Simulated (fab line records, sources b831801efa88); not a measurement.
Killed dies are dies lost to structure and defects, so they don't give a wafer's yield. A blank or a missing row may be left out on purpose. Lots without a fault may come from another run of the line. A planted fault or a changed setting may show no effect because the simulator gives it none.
One fault seen from 2 desks | flow sky130 | each desk has only its own numbers; what lay behind them comes last

THE TOOL OWNER'S DESK: pecvd-03
The tool's own readings at SKY_PASSIVATION_CVD_02 (deposits Si3N4, target thk 540 nm): means of the sampled wafers that have a number, for each lot that ran on this tool. A lot is out of limits, marked OUT, if its mean lies more than 4 standard deviations from the usual mean; the brackets give that distance.
Columns: A = heater_power_outer_w at SKY_PASSIVATION_CVD_02, usual 412 W; B = heater_power_w at SKY_PASSIVATION_CVD_02, usual 702 W
lot  | first seen here | A   | B
L853 | day 45 10:27    | 423 | 705
L855 | day 45 17:53    | 424 | 726
L856 | day 46 01:40    | 404 | 654
L865 | day 48 16:14    | 406 | 681
This desk's finding: nothing out of limits on any of the 4 lots.

THE METROLOGY DESK
What the gauges read, lot by lot, whatever tool the lot ran on: means of the sampled wafers that have a number. A lot is out of limits, marked OUT, if its mean lies more than 4 standard deviations from the usual mean; the brackets give that distance.
Columns: A = LI_CONTACT_HDPCVD_THK at SKY_LI_CONTACT_THK_MEAS_01, usual 931 nm; B = PASSIVATION_CVD_02_THK at SKY_PASSIVATION_THK_MEAS_03, usual 541 nm
lot  | first seen here | A   | B
L853 | day 29 02:25    | 915 | 542
L855 | day 29 13:53    | 946 | 545
L854 | day 29 15:10    | 919 | 546
L856 | day 30 01:40    | 933 | 545
L859 | day 31 04:58    | 920 | 541
L865 | day 33 17:18    | 926 | 901 (+47) OUT
L870 | day 35 09:43    | 942 | 546
L872 | day 35 19:37    | 939 | 528
L874 | day 36 03:36    | 936 | 531
L875 | day 36 05:00    | 925 | 541
This desk's finding: out of limits on L865; first on L865, day 48 16:34 (PASSIVATION_CVD_02_THK at SKY_PASSIVATION_THK_MEAS_03). In limits: L853, L855, L854, L856, L859, L870, L872, L874, L875.

PUT TOGETHER
The metrology desk could have raised an alarm at day 48 16:34, on L865.
The tool owner's desk saw nothing out of limits.
The tool owner's desk has L865 on record, within its limits.
Of the lots named, all ran SKY_PASSIVATION_CVD_02 on pecvd-03.

WHAT THE SIMULATOR HAD PUT IN
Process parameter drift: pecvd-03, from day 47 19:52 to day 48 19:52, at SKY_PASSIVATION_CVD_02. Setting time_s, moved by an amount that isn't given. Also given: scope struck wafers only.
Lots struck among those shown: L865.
Hours from the fault's start to each desk's first reading out of limits: the metrology desk, 21.
